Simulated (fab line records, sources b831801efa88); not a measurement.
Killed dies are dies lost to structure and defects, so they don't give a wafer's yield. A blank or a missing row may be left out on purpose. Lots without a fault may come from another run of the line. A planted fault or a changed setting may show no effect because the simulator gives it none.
fab line records | flow sky130
record lots=5 wafers=15 last_day=48
route steps=708 shown SD_P@323 RES_XHIGH@332 SD_N@342
lots that met no fault: from a run of the same line without faults
start_h: hours from the record's first day to the start of the lot's first wafer shown | wait_h: hours since the lot's step before | " the same as in the row above | L1.1+2: a row that stands for several wafers | - no value, or no start given | * or withheld: withheld | < > ~ a bound
route shown NAME@n: a module of which the file shows steps, and the number in the route of the first | usual: mean/standard deviation of fault-free wafers | same: alike in all rows | chamber/n: place in a boat | sites: the reading at each site | _std_site: their standard deviation | _edge_site: outer sites' mean less inner sites' | radius_mm: how far each site lies from the wafer's centre | mask NAME#n: copy n | behind: the tool/chamber that last shaped the wafer | hold: why the lot was held/for how many hours/how that ended | device: the transistor (n, p or np) that didn't switch | end of line: the same wafers' tests at the end of the route | a step without rows: its recipe alone | killed: dies lost to structure and defects at the first sort, not the wafer's yield | map: a wafer's dies, x killed, . not, _ none there
set.NAME: the setting as run; set.NAME@STEP: as run at that earlier step | model.NAME: the simulator's own value behind a step, which no gauge read
lots at some steps of the route; a table a step, a row a wafer
services: from which hour (start_h, from the record's first day; less than 0 if before it) a tool's chamber was out of use, for how many hours, and why
## steps
# step SKY_SD_P_SOFTBAKE_03
# recipe temp_c=90 time_s=60 resist=NOVOLAK
# usual heater_power_total_W=56.60/0.045 resist_line_temp_C=23.02/0.11
# columns lot.wafer tool chamber start_h wait_h heater_power_total_W resist_line_temp_C
L080.2 litho_track-04 0 609.85 0.1 56.62 22.90
L080.4 " 0 " " 56.66 23.06
L080.6 " 0 " " 56.57 22.97
L081.1 litho_track-04 0 622.43 0.1 56.68 23.09
L081.4 " 0 " " 56.57 23.15
L081.5 " 0 " " 56.67 23.05
L087.1 litho_track-03 0 661.86 0.1 56.52 22.98
L087.2 " 0 " " 56.62 22.98
L087.6 " 0 " " 56.61 22.82
L088.3 litho_track-01 0 670.95 0.1 56.57 23.07
L088.4 " 0 " " 56.57 22.91
L088.6 " 0 " " 56.59 23.02
L089.2 litho_track-03 0 682.14 0.1 56.68 22.96
L089.3 " 0 " " 56.52 22.92
L089.4 " 0 " " 56.64 22.77
# step SKY_SD_P_EXPOSE_04
# recipe mask_id=PSDM na=0.6 source_shape=conventional sigma_outer=0.6 polarization=unpolarized target_cd_nm=380 dose_mj=138
# columns lot.wafer tool chamber start_h wait_h mask
L080.2+4+6 iline_stepper-01 0 - - PSDM#0
L081.1+4+5 iline_stepper-01 0 - - PSDM#0
L087.1+2+6 iline_stepper-01 0 - - PSDM#0
L088.3+4+6 iline_stepper-02 0 - - PSDM#0
L089.2+3+4 iline_stepper-02 0 - - PSDM#0
# step SKY_SD_P_PEB_05
# recipe temp_c=withheld time_s=* resist=NOVOLAK
# usual resist_line_temp_C=*
# columns lot.wafer tool chamber start_h wait_h resist_line_temp_C
L080.2 litho_track-04 0 - - *
L080.4 " 0 " " *
L080.6 " 0 " " *
L081.1 litho_track-03 0 - - *
L081.4 " 0 " " *
L081.5 " 0 " " *
L087.1 litho_track-03 0 - - *
L087.2 " 0 " " *
L087.6 " 0 " " *
L088.3 litho_track-01 0 - - *
L088.4 " 0 " " *
L088.6 " 0 " " *
L089.2 litho_track-04 0 - - *
L089.3 " 0 " " *
L089.4 " 0 " " *
# step SKY_SD_P_DEVELOP_06
# recipe resist=NOVOLAK developer=TMAH develop_time_s=60 dev_temp_c=23
# usual resist_line_temp_C=23.00/0.098
# columns lot.wafer tool chamber start_h wait_h resist_line_temp_C
L080.2 litho_track-04 0 624.90 0.1 23.08
L080.4 " 0 " " 23.18
L080.6 " 0 " " 22.94
L081.1 litho_track-03 0 637.46 0.1 23.06
L081.4 " 0 " " 23.08
L081.5 " 0 " " 22.95
L087.1 litho_track-03 0 674.71 0.1 22.76
L087.2 " 0 " " 22.84
L087.6 " 0 " " 22.80
L088.3 litho_track-01 0 684.90 0.1 23.01
L088.4 " 0 " " 23.15
L088.6 " 0 " " 22.97
L089.2 litho_track-04 0 696.30 0.1 23.12
L089.3 " 0 " " 22.98
L089.4 " 0 " " 22.95
# step SKY_SD_P_CD_MEAS_07
# recipe target_cd_nm=380
# usual cd_nm=381.0/2.4
# columns lot.wafer tool chamber start_h wait_h cd_nm
L080.2 cd_sem-01 - 625.05 0.1 379.9
L080.4 " - " " 380.5
L080.6 " - " " 378.8
L081.1 cd_sem-02 - 637.61 0.1 381.3
L081.4 " - " " 383.5
L081.5 " - " " 382.5
L087.1 cd_sem-02 - 674.86 0.1 384.6
L087.2 " - " " 383.1
L087.6 " - " " 383.7
L088.3 cd_sem-02 - 685.04 0.1 380.9
L088.4 " - " " 378.0
L088.6 " - " " 380.0
L089.2 cd_sem-02 - 696.45 0.1 385.0
L089.3 " - " " 384.3
L089.4 " - " " 383.2
# step SKY_SD_P_OVL_MEAS_08
# usual SD_P_OVL=-0.7/1.3
# columns lot.wafer tool chamber start_h wait_h SD_P_OVL[nm]
L080.2 overlay-02 - 625.16 0.1 -1.1
L080.4 " - " " -1.1
L080.6 " - " " -1.7
L081.1 overlay-02 - 637.73 0.1 -1.7
L081.4 " - " " -2.4
L081.5 " - " " -3.1
L087.1 overlay-02 - 674.98 0.1 -1.5
L087.2 " - " " -1.1
L087.6 " - " " 0.2
L088.3 overlay-02 - 685.13 0.1 -1.1
L088.4 " - " " -0.1
L088.6 " - " " -0.7
L089.2 overlay-02 - 696.56 0.1 -0.6
L089.3 " - " " -0.2
L089.4 " - " " 0.8
# step SKY_SD_P_IMPLANT_09
# recipe species=BF2 energy_kev=20 dose_cm2=3e+15 tilt_deg=0
# usual faraday_current_uA=13299/400 tilt_deg=0.003/0.022
# columns lot.wafer tool chamber start_h wait_h faraday_current_uA tilt_deg
L080.2 implanter-03 0 625.21 0.0 13865 0.012
L080.4 " 0 " " 13573 -0.018
L080.6 " 0 " " 14120 -0.033
L081.1 implanter-03 0 637.77 0.0 14042 0.008
L081.4 " 0 " " 14028 0.002
L081.5 " 0 " " 13800 -0.009
L087.1 implanter-04 0 675.02 0.0 13086 -0.010
L087.2 " 0 " " 13219 -0.027
L087.6 " 0 " " 12997 -0.036
L088.3 implanter-04 0 685.20 0.1 12856 0.032
L088.4 " 0 " " 13493 0.018
L088.6 " 0 " " 13102 0.022
L089.2 implanter-04 0 696.61 0.0 13674 -0.003
L089.3 " 0 " " 13055 -0.012
L089.4 " 0 " " 12685 0.013
# step SKY_SD_P_STRIP_10
# recipe chemistry=O2/N2 power_w=1400 pressure_mtorr=1500 platen_temp_c=withheld o2_flow_sccm=3000 n2_flow_sccm=300 overash_fraction=0.5
# usual drypump_motor_current_A=5.7/0.46 oes_product_au=0.618/0.0045 strip_time_to_endpoint_s=17.48/0.039
# columns lot.wafer tool chamber start_h wait_h drypump_motor_current_A oes_product_au rf_hours_counter_h strip_time_to_endpoint_s
L080.2 plasma_asher-03 0 625.34 0.1 5.8 0.613 52 17.49
L080.4 " 0 " " 5.8 0.612 - 17.52
L080.6 " 0 " " 5.8 0.610 - 17.46
L081.1 plasma_asher-01 0 637.92 0.1 6.4 0.612 90 17.46
L081.4 " 1 " " 5.0 0.617 - 17.49
L081.5 " 1 " " 5.0 0.627 - 17.44
L087.1 plasma_asher-04 0 675.17 0.1 6.1 0.623 25 17.44
L087.2 " 1 " " 5.2 0.613 25 17.46
L087.6 " 0 " " 6.1 0.629 - 17.42
L088.3 plasma_asher-03 1 685.34 0.1 5.7 0.617 - 17.48
L088.4 " 0 " " 5.8 0.609 - 17.47
L088.6 " 1 " " 5.7 0.615 - 17.46
L089.2 plasma_asher-04 0 696.74 0.1 6.1 0.610 27 17.51
L089.3 " 1 " " 5.2 0.614 - 17.51
L089.4 " 0 " " 6.1 0.621 - 17.49
# step SKY_SD_P_TW_MEAS_11
# usual SD_P_TW=2845/24
# columns lot.wafer tool chamber start_h wait_h SD_P_TW
L080.2 film_metro-03 - 625.45 0.1 2818
L080.4 " - " " 2833
L080.6 " - " " 2815
L081.1 film_metro-03 - 638.02 0.1 2820
L081.4 " - " " 2836
L081.5 " - " " 2837
L087.1 film_metro-02 - 675.27 0.1 2837
L087.2 " - " " 2807
L087.6 " - " " 2830
L088.3 film_metro-04 - 685.42 0.1 2861
L088.4 " - " " 2849
L088.6 " - " " 2866
L089.2 film_metro-04 - 696.85 0.1 2858
L089.3 " - " " 2870
L089.4 " - " " 2850
# step SKY_RES_XHIGH_DEHYDRATE_00
# recipe temp_c=200 time_s=60
# usual heater_power_total_W=160.38/0.12 resist_line_temp_C=23.01/0.1
# columns lot.wafer tool chamber start_h wait_h heater_power_total_W resist_line_temp_C
L080.2 litho_track-01 0 639.62 14.2 160.46 23.08
L080.4 " 0 " " 160.18 23.08
L080.6 " 0 " " 160.27 22.92
L081.1 litho_track-02 0 651.52 13.5 160.19 23.10
L081.4 " 0 " " 160.38 22.97
L081.5 " 0 " " 160.33 23.10
L087.1 litho_track-02 0 689.62 14.3 160.29 23.12
L087.2 " 0 " " 160.23 23.12
L087.6 " 0 " " 160.39 23.13
L088.3 litho_track-02 0 698.27 12.8 160.31 22.89
L088.4 " 0 " " 160.49 22.80
L088.6 " 0 " " 160.51 23.06
L089.2 litho_track-04 0 709.00 12.1 160.22 22.88
L089.3 " 0 " " 160.21 22.82
L089.4 " 0 " " 160.37 22.80
# step SKY_RES_XHIGH_HMDS_01
# recipe prime_time_s=60 prime_temp_c=120
# usual prime_temp_c=120.00/0.14 resist_line_temp_C=23.00/0.1
# columns lot.wafer tool chamber start_h wait_h prime_temp_c resist_line_temp_C
L080.2 litho_track-01 0 639.77 0.1 120.30 22.94
L080.4 " 0 " " 120.17 22.81
L080.6 " 0 " " 120.30 22.83
L081.1 litho_track-02 0 651.67 0.1 119.83 23.13
L081.4 " 0 " " 119.87 23.03
L081.5 " 0 " " 119.84 23.08
L087.1 litho_track-02 0 689.77 0.1 119.82 23.02
L087.2 " 0 " " 119.98 22.86
L087.6 " 0 " " 120.03 22.94
L088.3 litho_track-02 0 698.42 0.1 119.98 23.13
L088.4 " 0 " " 120.00 22.86
L088.6 " 0 " " 119.95 22.87
L089.2 litho_track-04 0 709.15 0.1 119.88 23.16
L089.3 " 0 " " 119.95 23.01
L089.4 " 0 " " 119.93 23.09
# step SKY_RES_XHIGH_COAT_02
# recipe resist=NOVOLAK spin_rpm=3000 resist_thk_nm=1140
# usual dispense_pressure_kPa=52.8/1.1 resist_line_temp_C=23.00/0.12
# columns lot.wafer tool chamber start_h wait_h dispense_pressure_kPa resist_line_temp_C
L080.2 litho_track-01 0 639.92 0.1 53.6 22.93
L080.4 " 0 " " 53.6 22.99
L080.6 " 0 " " 53.6 22.96
L081.1 litho_track-02 0 651.82 0.1 53.1 23.00
L081.4 " 0 " " 53.1 22.99
L081.5 " 0 " " 53.1 23.17
L087.1 litho_track-02 0 689.92 0.1 53.1 22.92
L087.2 " 0 " " 53.1 23.01
L087.6 " 0 " " 53.1 22.95
L088.3 litho_track-02 0 698.57 0.1 53.1 23.07
L088.4 " 0 " " 53.1 23.02
L088.6 " 0 " " 53.1 22.94
L089.2 litho_track-04 0 709.30 0.1 50.9 23.12
L089.3 " 0 " " 50.9 23.04
L089.4 " 0 " " 50.9 23.05
# step SKY_RES_XHIGH_SOFTBAKE_03
# recipe temp_c=90 time_s=60 resist=NOVOLAK
# usual heater_power_total_W=56.60/0.047 resist_line_temp_C=23.01/0.11
# columns lot.wafer tool chamber start_h wait_h heater_power_total_W resist_line_temp_C
L080.2 litho_track-01 0 640.07 0.1 56.63 23.15
L080.4 " 0 " " 56.60 23.18
L080.6 " 0 " " 56.58 23.02
L081.1 litho_track-02 0 651.97 0.1 56.55 22.92
L081.4 " 0 " " 56.62 22.76
L081.5 " 0 " " 56.66 22.84
L087.1 litho_track-02 0 690.07 0.1 56.49 22.94
L087.2 " 0 " " 56.57 23.04
L087.6 " 0 " " 56.64 22.96
L088.3 litho_track-02 0 698.72 0.1 56.51 23.22
L088.4 " 0 " " 56.57 22.92
L088.6 " 0 " " 56.71 22.99
L089.2 litho_track-04 0 709.45 0.1 56.57 22.96
L089.3 " 0 " " 56.62 22.87
L089.4 " 0 " " 56.60 22.95
# step SKY_RES_XHIGH_EXPOSE_04
# recipe mask_id=URPM na=0.6 source_shape=conventional sigma_outer=0.6 polarization=unpolarized target_cd_nm=1270 dose_mj=140
# columns lot.wafer tool chamber start_h wait_h mask
L080.2+4+6 iline_stepper-01 0 - - URPM#0
L081.1+4+5 iline_stepper-01 0 - - URPM#0
L087.1+2+6 iline_stepper-01 0 - - URPM#0
L088.3+4+6 iline_stepper-01 0 - - URPM#0
L089.2+3+4 iline_stepper-01 0 - - URPM#0
# step SKY_RES_XHIGH_PEB_05
# recipe temp_c=withheld time_s=* resist=NOVOLAK
# usual resist_line_temp_C=*
# columns lot.wafer tool chamber start_h wait_h resist_line_temp_C
L080.2 litho_track-02 0 - - *
L080.4 " 0 " " *
L080.6 " 0 " " *
L081.1 litho_track-01 0 - - *
L081.4 " 0 " " *
L081.5 " 0 " " *
L087.1 litho_track-04 0 - - *
L087.2 " 0 " " *
L087.6 " 0 " " *
L088.3 litho_track-01 0 - - *
L088.4 " 0 " " *
L088.6 " 0 " " *
L089.2 litho_track-01 0 - - *
L089.3 " 0 " " *
L089.4 " 0 " " *
# step SKY_RES_XHIGH_DEVELOP_06
# recipe resist=NOVOLAK developer=TMAH develop_time_s=60 dev_temp_c=23
# usual resist_line_temp_C=23.00/0.098
# columns lot.wafer tool chamber start_h wait_h resist_line_temp_C
L080.2 litho_track-02 0 654.44 0.1 22.87
L080.4 " 0 " " 22.94
L080.6 " 0 " " 23.00
L081.1 litho_track-01 0 666.25 0.1 22.94
L081.4 " 0 " " 23.03
L081.5 " 0 " " 22.86
L087.1 litho_track-04 0 703.78 0.1 23.15
L087.2 " 0 " " 23.13
L087.6 " 0 " " 23.01
L088.3 litho_track-01 0 712.05 0.1 23.02
L088.4 " 0 " " 23.04
L088.6 " 0 " " 22.98
L089.2 litho_track-01 0 722.72 0.1 23.12
L089.3 " 0 " " 23.01
L089.4 " 0 " " 23.23
# step SKY_RES_XHIGH_IMPLANT_07
# recipe species=BF2 energy_kev=20 dose_cm2=3.6e+14 tilt_deg=0
# usual faraday_current_uA=548/36 tilt_deg=-0.003/0.018
# columns lot.wafer tool chamber start_h wait_h faraday_current_uA tilt_deg
L080.2 implanter-04 0 654.59 0.1 576 0.013
L080.4 " 0 " " 567 -0.030
L080.6 " 0 " " 586 0.017
L081.1 implanter-01 0 666.40 0.1 494 -0.009
L081.4 " 0 " " 503 0.017
L081.5 " 0 " " 519 0.019
L087.1 implanter-04 0 703.93 0.1 572 0.013
L087.2 " 0 " " 584 0.025
L087.6 " 0 " " 561 -0.024
L088.3 implanter-02 0 712.20 0.1 578 0.009
L088.4 " 0 " " 556 0.023
L088.6 " 0 " " 564 -0.019
L089.2 implanter-02 0 722.87 0.1 563 -0.017
L089.3 " 0 " " 556 0.012
L089.4 " 0 " " 567 -0.018
# step SKY_RES_XHIGH_STRIP_08
# recipe chemistry=O2/N2 power_w=1400 pressure_mtorr=1500 platen_temp_c=withheld o2_flow_sccm=3000 n2_flow_sccm=300 overash_fraction=0.5
# usual drypump_motor_current_A=5.7/0.47 oes_product_au=0.711/0.0044 strip_time_to_endpoint_s=14.27/0.039
# columns lot.wafer tool chamber start_h wait_h drypump_motor_current_A oes_product_au rf_hours_counter_h strip_time_to_endpoint_s
L080.2 plasma_asher-03 1 654.72 0.1 5.7 0.700 55 14.25
L080.4 " 0 " " 5.8 0.715 - 14.28
L080.6 " 1 " " 5.7 0.712 - 14.31
L081.1 plasma_asher-01 0 666.55 0.1 6.4 0.712 93 14.32
L081.4 " 0 " " 6.4 0.712 - 14.25
L081.5 " 0 " " 6.4 0.711 - 14.27
L087.1 plasma_asher-01 0 704.08 0.1 6.4 0.715 98 14.29
L087.2 " 1 " " 5.0 0.711 98 14.29
L087.6 " 1 " " 5.0 0.721 - 14.25
L088.3 plasma_asher-01 1 712.33 0.1 4.9 0.714 - 14.27
L088.4 " 0 " " 6.4 0.708 - 14.30
L088.6 " 1 " " 5.0 0.710 - 14.29
L089.2 plasma_asher-01 0 723.00 0.1 6.4 0.711 100 14.30
L089.3 " 1 " " 4.9 0.711 - 14.30
L089.4 " 0 " " 6.4 0.712 - 14.29
# step SKY_RES_XHIGH_TW_MEAS_09
# usual RES_XHIGH_TW=1649/12
# columns lot.wafer tool chamber start_h wait_h RES_XHIGH_TW
L080.2 film_metro-02 - 654.83 0.1 1645
L080.4 " - " " 1641
L080.6 " - " " 1644
L081.1 film_metro-03 - 666.65 0.1 1622
L081.4 " - " " 1632
L081.5 " - " " 1632
L087.1 film_metro-04 - 704.18 0.1 1656
L087.2 " - " " 1659
L087.6 " - " " 1652
L088.3 film_metro-04 - 712.42 0.1 1657
L088.4 " - " " 1659
L088.6 " - " " 1657
L089.2 film_metro-02 - 723.11 0.1 1651
L089.3 " - " " 1655
L089.4 " - " " 1649
# step SKY_SD_N_DEHYDRATE_00
# recipe temp_c=200 time_s=60
# usual heater_power_total_W=160.37/0.13 resist_line_temp_C=22.97/0.11
# columns lot.wafer tool chamber start_h wait_h heater_power_total_W resist_line_temp_C
L080.2 litho_track-03 0 668.19 13.4 160.38 23.20
L080.4 " 0 " " 160.30 23.20
L080.6 " 0 " " 160.37 22.97
L081.1 litho_track-04 0 679.63 13.0 160.54 23.07
L081.4 " 0 " " 160.44 22.95
L081.5 " 0 " " 160.18 23.05
L087.1 litho_track-03 0 716.21 12.0 160.60 22.99
L087.2 " 0 " " 160.24 22.83
L087.6 " 0 " " 160.38 22.94
L088.3 litho_track-02 0 724.37 11.9 160.43 23.09
L088.4 " 0 " " 160.32 23.22
L088.6 " 0 " " 160.33 23.10
L089.2 litho_track-04 0 735.95 12.8 160.33 22.94
L089.3 " 0 " " 160.41 22.93
L089.4 " 0 " " 160.39 23.05
# step SKY_SD_N_HMDS_01
# recipe prime_time_s=60 prime_temp_c=120
# usual prime_temp_c=120.00/0.14 resist_line_temp_C=23.01/0.12
# columns lot.wafer tool chamber start_h wait_h prime_temp_c resist_line_temp_C
L080.2 litho_track-03 0 668.34 0.1 120.12 23.02
L080.4 " 0 " " 119.96 23.06
L080.6 " 0 " " 119.98 23.00
L081.1 litho_track-04 0 679.78 0.1 120.14 23.19
L081.4 " 0 " " 120.17 23.02
L081.5 " 0 " " 119.93 23.08
L087.1 litho_track-03 0 716.36 0.1 120.21 22.92
L087.2 " 0 " " 119.86 22.93
L087.6 " 0 " " 120.01 23.09
L088.3 litho_track-02 0 724.52 0.1 119.87 22.83
L088.4 " 0 " " 119.88 22.92
L088.6 " 0 " " 119.84 22.94
L089.2 litho_track-04 0 736.10 0.1 120.10 22.93
L089.3 " 0 " " 119.94 22.97
L089.4 " 0 " " 120.13 23.02
# step SKY_SD_N_COAT_02
# recipe resist=NOVOLAK spin_rpm=3000 resist_thk_nm=1140
# usual dispense_pressure_kPa=53.7/2.2 resist_line_temp_C=23.02/0.11
# columns lot.wafer tool chamber start_h wait_h dispense_pressure_kPa resist_line_temp_C
L080.2 litho_track-03 0 668.49 0.1 56.6 23.20
L080.4 " 0 " " 56.6 23.28
L080.6 " 0 " " 56.5 23.17
L081.1 litho_track-04 0 679.93 0.1 50.9 22.90
L081.4 " 0 " " 50.9 22.96
L081.5 " 0 " " 50.9 23.03
L087.1 litho_track-03 0 716.51 0.1 56.5 23.09
L087.2 " 0 " " 56.6 23.14
L087.6 " 0 " " 56.5 23.04
L088.3 litho_track-02 0 724.67 0.1 53.1 23.00
L088.4 " 0 " " 53.1 22.99
L088.6 " 0 " " 53.1 22.96
L089.2 litho_track-04 0 736.25 0.1 50.9 23.05
L089.3 " 0 " " 50.9 23.13
L089.4 " 0 " " 50.9 23.22
# step SKY_SD_N_SOFTBAKE_03
# recipe temp_c=90 time_s=60 resist=NOVOLAK
# usual heater_power_total_W=56.59/0.043 resist_line_temp_C=23.00/0.094
# columns lot.wafer tool chamber start_h wait_h heater_power_total_W resist_line_temp_C
L080.2 litho_track-03 0 668.64 0.1 56.55 22.87
L080.4 " 0 " " 56.63 22.81
L080.6 " 0 " " 56.52 22.96
L081.1 litho_track-04 0 680.08 0.1 56.61 22.95
L081.4 " 0 " " 56.62 22.99
L081.5 " 0 " " 56.64 23.16
L087.1 litho_track-03 0 716.66 0.1 56.60 23.03
L087.2 " 0 " " 56.64 23.18
L087.6 " 0 " " 56.57 23.10
L088.3 litho_track-02 0 724.82 0.1 56.67 23.07
L088.4 " 0 " " 56.47 22.87
L088.6 " 0 " " 56.64 23.17
L089.2 litho_track-04 0 736.40 0.1 56.63 23.00
L089.3 " 0 " " 56.50 22.80
L089.4 " 0 " " 56.62 22.99
# step SKY_SD_N_EXPOSE_04
# recipe mask_id=NSDM na=0.6 source_shape=conventional sigma_outer=0.6 polarization=unpolarized target_cd_nm=380 dose_mj=141
# columns lot.wafer tool chamber start_h wait_h mask
L080.2+4+6 iline_stepper-01 0 - - NSDM#0
L081.1+4+5 iline_stepper-01 0 - - NSDM#0
L087.1+2+6 iline_stepper-01 0 - - NSDM#0
L088.3+4+6 iline_stepper-01 0 - - NSDM#0
L089.2+3+4 iline_stepper-02 0 - - NSDM#0
# step SKY_SD_N_PEB_05
# recipe temp_c=withheld time_s=* resist=NOVOLAK
# usual resist_line_temp_C=*
# columns lot.wafer tool chamber start_h wait_h resist_line_temp_C
L080.2 litho_track-02 0 - - *
L080.4 " 0 " " *
L080.6 " 0 " " *
L081.1 litho_track-03 0 - - *
L081.4 " 0 " " *
L081.5 " 0 " " *
L087.1 litho_track-04 0 - - *
L087.2 " 0 " " *
L087.6 " 0 " " *
L088.3 litho_track-04 0 - - *
L088.4 " 0 " " *
L088.6 " 0 " " *
L089.2 litho_track-02 0 - - *
L089.3 " 0 " " *
L089.4 " 0 " " *
# step SKY_SD_N_DEVELOP_06
# recipe resist=NOVOLAK developer=TMAH develop_time_s=60 dev_temp_c=23
# usual resist_line_temp_C=22.99/0.1
# columns lot.wafer tool chamber start_h wait_h resist_line_temp_C
L080.2 litho_track-02 0 682.69 0.1 23.00
L080.4 " 0 " " 22.98
L080.6 " 0 " " 23.02
L081.1 litho_track-03 0 694.51 0.1 22.94
L081.4 " 0 " " 22.97
L081.5 " 0 " " 22.90
L087.1 litho_track-04 0 730.28 0.1 23.13
L087.2 " 0 " " 22.96
L087.6 " 0 " " 23.13
L088.3 litho_track-04 0 737.88 0.1 23.10
L088.4 " 0 " " 23.11
L088.6 " 0 " " 23.03
L089.2 litho_track-02 0 749.34 0.1 22.90
L089.3 " 0 " " 23.00
L089.4 " 0 " " 22.98
# step SKY_SD_N_CD_MEAS_07
# recipe target_cd_nm=380
# usual cd_nm=379.8/2.5
# columns lot.wafer tool chamber start_h wait_h cd_nm
L080.2 cd_sem-02 - 682.84 0.1 383.2
L080.4 " - " " 380.6
L080.6 " - " " 383.3
L081.1 cd_sem-01 - 694.66 0.1 379.6
L081.4 " - " " 379.4
L081.5 " - " " 377.0
L087.1 cd_sem-02 - 730.43 0.1 379.9
L087.2 " - " " 379.4
L087.6 " - " " 382.9
L088.3 cd_sem-01 - 738.02 0.1 380.3
L088.4 " - " " 379.3
L088.6 " - " " 378.4
L089.2 cd_sem-02 - 749.49 0.1 377.1
L089.3 " - " " 380.3
L089.4 " - " " 375.6
# step SKY_SD_N_OVL_MEAS_08
# usual SD_N_OVL=-1.8/1.4
# columns lot.wafer tool chamber start_h wait_h SD_N_OVL[nm]
L080.2 overlay-02 - 682.94 0.1 -0.6
L080.4 " - " " -2.6
L080.6 " - " " -3.1
L081.1 overlay-02 - 694.78 0.1 0.4
L081.4 " - " " -2.9
L081.5 " - " " -0.1
L087.1 overlay-01 - 730.55 0.1 -2.8
L087.2 " - " " -2.9
L087.6 " - " " -1.5
L088.3 overlay-01 - 738.11 0.1 -1.7
L088.4 " - " " -2.0
L088.6 " - " " -0.3
L089.2 overlay-02 - 749.59 0.1 -4.2
L089.3 " - " " -4.6
L089.4 " - " " -4.0
# step SKY_SD_N_IMPLANT_09
# recipe species=As energy_kev=50 dose_cm2=4e+15 tilt_deg=0
# usual faraday_current_uA=12668/1000 tilt_deg=-0.001/0.02
# columns lot.wafer tool chamber start_h wait_h faraday_current_uA tilt_deg
L080.2 implanter-03 0 683.00 0.0 13538 0.006
L080.4 " 0 " " 13469 0.011
L080.6 " 0 " " 13979 -0.011
L081.1 implanter-04 0 694.82 0.0 13586 0.000
L081.4 " 0 " " 13137 0.002
L081.5 " 0 " " 13207 -0.008
L087.1 implanter-04 0 730.59 0.0 13221 0.005
L087.2 " 0 " " 13139 -0.024
L087.6 " 0 " " 13075 -0.007
L088.3 implanter-04 0 738.19 0.1 12862 0.005
L088.4 " 0 " " 13425 0.012
L088.6 " 0 " " 13321 0.009
L089.2 implanter-01 0 749.65 0.0 11483 0.006
L089.3 " 0 " " 11378 0.007
L089.4 " 0 " " 11065 0.022
# step SKY_SD_N_IMPLANT_10
# recipe species=P energy_kev=20 dose_cm2=1e+14 tilt_deg=0
# usual faraday_current_uA=537/34 tilt_deg=-0.001/0.02
# columns lot.wafer tool chamber start_h wait_h faraday_current_uA tilt_deg
L080.2 implanter-03 0 683.15 0.1 572 0.005
L080.4 " 0 " " 557 -0.040
L080.6 " 0 " " 562 -0.003
L081.1 implanter-04 0 694.97 0.1 562 0.049
L081.4 " 0 " " 571 0.034
L081.5 " 0 " " 586 0.042
L087.1 implanter-04 0 730.74 0.1 551 0.018
L087.2 " 0 " " 553 -0.008
L087.6 " 0 " " 561 -0.011
L088.3 implanter-04 0 738.34 0.1 570 0.026
L088.4 " 0 " " 569 0.001
L088.6 " 0 " " 544 0.009
L089.2 implanter-01 0 749.80 0.1 496 0.025
L089.3 " 0 " " 475 0.018
L089.4 " 0 " " 482 0.010
# step SKY_SD_N_STRIP_11
# recipe chemistry=O2/N2 power_w=1400 pressure_mtorr=1500 platen_temp_c=withheld o2_flow_sccm=3000 n2_flow_sccm=300 overash_fraction=0.5
# usual drypump_motor_current_A=5.7/0.33 oes_product_au=0.528/0.0044 strip_time_to_endpoint_s=22.55/0.043
# columns lot.wafer tool chamber start_h wait_h drypump_motor_current_A oes_product_au rf_hours_counter_h strip_time_to_endpoint_s
L080.2 plasma_asher-04 0 683.27 0.1 6.2 0.525 26 22.55
L080.4 " 0 " " 6.2 0.530 - 22.51
L080.6 " 0 " " 6.1 0.531 - 22.51
L081.1 plasma_asher-03 0 695.12 0.1 5.7 0.538 60 22.51
L081.4 " 0 " " 5.8 0.533 - 22.48
L081.5 " 0 " " 5.7 0.534 - 22.53
L087.1 plasma_asher-04 1 730.89 0.1 5.2 0.526 30 22.51
L087.2 " 0 " " 6.1 0.527 30 22.51
L087.6 " 0 " " 6.1 0.529 - 22.52
L088.3 plasma_asher-04 1 738.47 0.1 5.2 0.527 - 22.60
L088.4 " 0 " " 6.1 0.527 - 22.54
L088.6 " 1 " " 5.2 0.532 - 22.56
L089.2 plasma_asher-03 1 749.92 0.1 5.7 0.536 64 22.57
L089.3 " 0 " " 5.7 0.533 - 22.59
L089.4 " 1 " " 5.7 0.531 - 22.60
# step SKY_SD_N_TW_MEAS_12
# usual SD_N_TW=4017/34
# columns lot.wafer tool chamber start_h wait_h SD_N_TW
L080.2 film_metro-04 - 683.38 0.1 4038
L080.4 " - " " 4013
L080.6 " - " " 4017
L081.1 film_metro-03 - 695.22 0.1 3950
L081.4 " - " " 3968
L081.5 " - " " 3947
L087.1 film_metro-04 - 730.99 0.1 4040
L087.2 " - " " 4036
L087.6 " - " " 4027
L088.3 film_metro-04 - 738.56 0.1 4029
L088.4 " - " " 4032
L088.6 " - " " 4041
L089.2 film_metro-04 - 750.03 0.1 4022
L089.3 " - " " 4052
L089.4 " - " " 4044
# step SKY_SD_N_CLEAN_13
# recipe chemistry=SC1/SC2 mix=1:4:20 temp_c=70 time_s=150 dry=n2_spin
# columns lot.wafer tool chamber start_h wait_h
L080.2+4+6 wet_bench-03 2 683.43 0.0
L081.1+4+5 wet_bench-03 2 695.28 0.1
L087.1+2+6 wet_bench-01 0 731.05 0.1
L088.3+4+6 wet_bench-02 2 738.60 0.0
L089.2+3+4 wet_bench-02 1 750.08 0.0
## services
# columns tool chamber start_h hours kind
implanter-02 - 591.92 16.2 repair
implanter-01 - 607.79 1.2 repair
wet_bench-03 - 608.07 1.9 pm
iline_stepper-01 - 612.65 1.7 pm
implanter-03 - 620.47 3.2 pm
implanter-03 - 638.68 1.3 repair
implanter-01 - 640.28 4.1 pm
implanter-02 - 643.31 2.1 repair
wet_bench-03 - 654.27 8.5 repair
iline_stepper-02 - 660.60 1.7 pm
plasma_asher-03 - 670.43 5.3 repair
implanter-02 - 676.24 1.4 repair
implanter-04 - 683.36 0.9 repair
plasma_asher-04 - 690.53 5.0 repair
implanter-04 - 700.42 3.2 pm
implanter-02 - 705.19 3.9 pm
plasma_asher-03 - 718.20 19.1 repair
iline_stepper-02 - 727.28 4.4 pm
plasma_asher-01 - 733.75 9.0 pm
plasma_asher-01 0 733.75 9.0 vent_cycle
plasma_asher-01 1 733.75 9.0 vent_cycle
plasma_asher-01 0 742.75 - clean
plasma_asher-01 1 742.75 - clean
plasma_asher-04 - 746.76 2.8 pm
## key
fault none
